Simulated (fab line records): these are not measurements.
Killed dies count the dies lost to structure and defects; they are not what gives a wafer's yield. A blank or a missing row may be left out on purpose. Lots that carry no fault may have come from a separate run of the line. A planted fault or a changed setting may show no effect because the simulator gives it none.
A lot that was struck, set against a sound lot + flow sky130 + 22 out of 708 route steps
Sound: wafers L760.3, L760.4, L760.6. The struck wafers were L768.1, L768.2, L768.3. The cause is named last.
Order at every step that has rows: each side's tool, ch and its chambers, its first start. Under that, the readings that differ: sound wafers + struck wafers + difference of the means + sigmas: that difference in standard deviations of wafers without a fault.
alike: words and numbers the same on both sides, and readings whose means are apart by under 2 such deviations; not compared: readings that were withheld, readings missing a value for some wafer, numbers with overlapping values and no deviation given by the record, and bounds like >300 which may hide the same value.
Wherever a step has rows on one side only, a row that says differs or no value, or a row with sigmas, the two part there. Numbers that have no deviation but don't overlap get no sigmas and don't part them. A reading that every wafer of one side lacks parts them only if that side has two wafers or more.

first, 1 step without rows for these wafers: SKY_CAPM_DEVELOP_11 (develop time 60 s).
SKY_CAPM_OVL_MEAS_12:
  sound: overlay-01 at day 39 18:35; struck: overlay-01 at day 41 22:29
  alike: CAPM_OVL
SKY_CAPM_METAL_ETCH_13: etches TiN in Cl2/BCl3, stops on SiO2, target depth 220 nm, time 62.9 s.
  sound on rie_metal-01 ch 0,1, day 39 18:38; struck on rie_metal-04 ch 0,1, day 41 22:32
| reading                     | sound       | struck      | difference | sigmas |
|-----------------------------|-------------|-------------|------------|--------|
| drypump_motor_current_A (A) | 6.4 6.5 6.5 | 5.0 6.1 5.1 | -1.1       | -2     |
  alike: bias_w, chamber_pressure_mTorr, oes_product_au, throttle_valve_pct
  not compared: rf_hours_counter_h
SKY_CAPM_STRIP_14: strips in O2/N2.
  sound on plasma_asher-04 ch 0,1, day 39 18:43; struck on plasma_asher-04 ch 0,1, day 41 22:36
  alike: chamber_pressure_mTorr, drypump_motor_current_A, oes_product_au, strip_time_to_endpoint_s
  not compared: rf_hours_counter_h
then, 8 steps without rows for these wafers: SKY_CAPM_STRIP_15 (strips in post etch residue remover, time 1200 s); SKY_CAPM_CLEAN_16 (cleans in IPA, time 180 s); SKY_CAPM_CLEAN_17 (cleans in O3/DIW); SKY_METAL3_DEHYDRATE_05 (time 60 s); SKY_METAL3_HMDS_06 (prime time 60 s); SKY_METAL3_COAT_07 (resist thk 60 nm); SKY_METAL3_COAT_08 (resist thk 1140 nm); SKY_METAL3_SOFTBAKE_09 (time 90 s).
SKY_METAL3_EXPOSE_10: exposes mask MM3, target cd 300 nm.
  sound on krf_scanner-01 ch 0, day 40 07:40; struck on krf_scanner-01 ch 0, day 42 11:15
| reading              | sound             | struck            | difference | sigmas |
|----------------------|-------------------|-------------------|------------|--------|
| exposure_dose_mJ_cm2 | 28.02 28.00 28.00 | 27.08 27.02 27.07 | -0.95      | -32    |
  alike: mask
then, 2 steps without rows for these wafers: SKY_METAL3_PEB_11; SKY_METAL3_DEVELOP_12 (develop time 60 s).
SKY_METAL3_CD_MEAS_13 targets a cd of 300 nm.
  sound: cd_sem-02 at day 40 19:26; struck: cd_sem-02 at day 42 22:06
| reading    | sound             | struck            | difference | sigmas |
|------------|-------------------|-------------------|------------|--------|
| cd_nm (nm) | 299.1 298.7 299.2 | 305.0 304.7 303.0 | +5.2       | +3     |
SKY_METAL3_OVL_MEAS_14:
  sound: overlay-02 at day 40 19:32; struck: overlay-01 at day 42 22:13
  alike: METAL3_OVL
SKY_METAL3_DESCUM_15: chemistry O2, time 8 s.
  sound on rie_metal-02 ch 0,1, day 40 19:34; struck on rie_metal-04 ch 0,1, day 42 22:16
| reading                 | sound         | struck          | difference | sigmas |
|-------------------------|---------------|-----------------|------------|--------|
| model.METAL3.cd_nm (nm) | 299.2 299 299 | 305 304.5 303.3 | +5         |        |
  alike: chamber_pressure_mTorr, drypump_motor_current_A, oes_product_au
  not compared: rf_hours_counter_h
SKY_METAL3_ETCH_16: etches BARC in N2/H2, stops on SiO2, time 88.2 s, target depth 60 nm.
  sound on rie_metal-02 ch 0,1, day 40 19:37; struck on rie_metal-04 ch 0,1, day 42 22:17
  alike: bias_w, chamber_pressure_mTorr, drypump_motor_current_A, oes_product_au, throttle_valve_pct
  not compared: rf_hours_counter_h
SKY_METAL3_ETCH_17: etches SiO2 in C4F8/O2/Ar, stops on TiN, time 3.9 s, target depth 15 nm.
  sound on rie_diel-02 ch 1,3, day 40 19:41; struck on rie_diel-02 ch 0,1,3, day 42 22:23
| reading                 | sound             | struck            | difference | sigmas |
|-------------------------|-------------------|-------------------|------------|--------|
| model.METAL3.cd_nm (nm) | 297.6 298.5 297.8 | 305.1 301.2 304.4 | +5.6       |        |
  alike: bias_w, chamber_pressure_mTorr, oes_product_au
  not compared: rf_hours_counter_h
SKY_METAL3_METAL_ETCH_18: etches the open film in Cl2/BCl3, stops on SiO2, target depth 845 nm, time 183.1 s.
  sound on rie_metal-01 ch 0,1, day 40 19:46; struck on rie_metal-01 ch 0,1, day 42 22:24
  alike: bias_w, chamber_pressure_mTorr, drypump_motor_current_A, oes_product_au, throttle_valve_pct
  not compared: rf_hours_counter_h
following that, these wafers have no rows for 1 step: SKY_PAD_OPEN_PROBE_99.

WHERE THEY PART
First at SKY_CAPM_METAL_ETCH_13; last, within this record, at SKY_METAL3_CD_MEAS_13. Later steps at which nothing parts them and some readings are alike: SKY_METAL3_OVL_MEAS_14, SKY_METAL3_DESCUM_15, SKY_METAL3_ETCH_16, SKY_METAL3_ETCH_17, SKY_METAL3_METAL_ETCH_18.

WHY: whatever the simulator had introduced
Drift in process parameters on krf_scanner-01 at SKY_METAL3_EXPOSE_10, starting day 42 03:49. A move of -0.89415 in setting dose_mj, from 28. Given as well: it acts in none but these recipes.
